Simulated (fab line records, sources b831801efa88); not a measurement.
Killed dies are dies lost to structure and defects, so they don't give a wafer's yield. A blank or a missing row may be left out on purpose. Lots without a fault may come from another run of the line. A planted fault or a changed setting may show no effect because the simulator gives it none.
Split-lot experiment | flow gf180mcu | 5 lots, 23 wafers read, on a route of 602 steps

THE SPLIT
At GF_M1_SPUTTER_01 (material TiN, target thk 30 nm, time 25 s), the setting power_w was moved away from the recipe's 6500 W on 5 of the 23 wafers read, by +3.1% to +7.2%. The other wafers ran this setting at the recipe's value.

The reading is taken at the split's own step.

THE READING
TiN_of_M1_SPUTTER_01.thk_nm (the simulator's own value, which no gauge read), in nm, at GF_M1_SPUTTER_01 (material TiN, target thk 30 nm, time 25 s). The file gives no usual value for it. The 18 wafers here that ran the recipe average 29.78 nm, standard deviation 0.39 nm.

wafer  | tool, chamber at the split | power_w as run, W | against the recipe | TiN_of_M1_SPUTTER_01.thk_nm, nm | against lot-mates on the recipe
L074.1 | pvd_sputter-02, -          | 6500              | recipe             | 29.72                           | -
L074.2 | pvd_sputter-02, -          | 6500              | recipe             | 30                              | -
L074.3 | pvd_sputter-02, -          | 6500              | recipe             | 29.98                           | -
L074.4 | pvd_sputter-02, -          | 6500              | recipe             | 29.8                            | -
L074.6 | pvd_sputter-02, -          | 6500              | recipe             | 30.2                            | -
L077.1 | pvd_sputter-04, -          | 6500              | recipe             | 29.4                            | -
L077.2 | pvd_sputter-04, -          | 6500              | recipe             | 28.89                           | -
L077.4 | pvd_sputter-04, -          | 6500              | recipe             | 29.18                           | -
L077.5 | pvd_sputter-04, -          | 6500              | recipe             | 29.21                           | -
L077.6 | pvd_sputter-04, -          | 6500              | recipe             | 29.76                           | -
L081.2 | pvd_sputter-02, -          | 6500              | recipe             | 30.11                           | -
L081.4 | pvd_sputter-02, -          | 6500              | recipe             | 29.78                           | -
L081.6 | pvd_sputter-02, -          | 6500              | recipe             | 29.66                           | -
L082.1 | pvd_sputter-02, -          | 6500              | recipe             | 29.96                           | -
L082.3 | pvd_sputter-02, -          | 6965              | +7.2%              | 32.4                            | +2.22
L082.4 | pvd_sputter-02, -          | 6500              | recipe             | 30.48                           | -
L082.5 | pvd_sputter-02, -          | 6500              | recipe             | 30.1                            | -
L082.6 | pvd_sputter-02, -          | 6965              | +7.2%              | 32.31                           | +2.13
L085.1 | pvd_sputter-02, -          | 6500              | recipe             | 29.79                           | -
L085.2 | pvd_sputter-02, -          | 6500              | recipe             | 30.03                           | -
L085.3 | pvd_sputter-02, -          | 6702              | +3.1%              | 31.12                           | +1.21
L085.6 | pvd_sputter-02, -          | 6702              | +3.1%              | 31.12                           | +1.21
L085.4 | pvd_sputter-02, -          | 6702              | +3.1%              | 31.09                           | +1.18

THE FIT
A straight line over all 23 wafers: TiN_of_M1_SPUTTER_01.thk_nm changes by +0.372 nm for each +1% of power_w; r = +0.92; the points scatter about the line by 0.37 nm.
The same after taking each lot's own level away (the mean of its wafers on the recipe; 23 wafers): +0.319 nm for each +1%; r = +0.96; scatter 0.22 nm.
On that fit, the largest move of power_w shifts the reading by 2.3 nm.
The lots' own levels span 29.288 to 30.180 nm, that is 2.3 times the standard deviation above.
So the lot-to-lot level changes the slope: the two fits differ.
Check: with one of the wafers moved furthest among these (+7.2%) left out of the fit, the line predicts +2.35 nm for it against its lot-mates. It came out at +2.22 nm against them.

THE FILE'S OWN FIT
TiN_of_M1_SPUTTER_01.thk_nm changes by +0.317 nm for each +1% of power_w, r = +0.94.
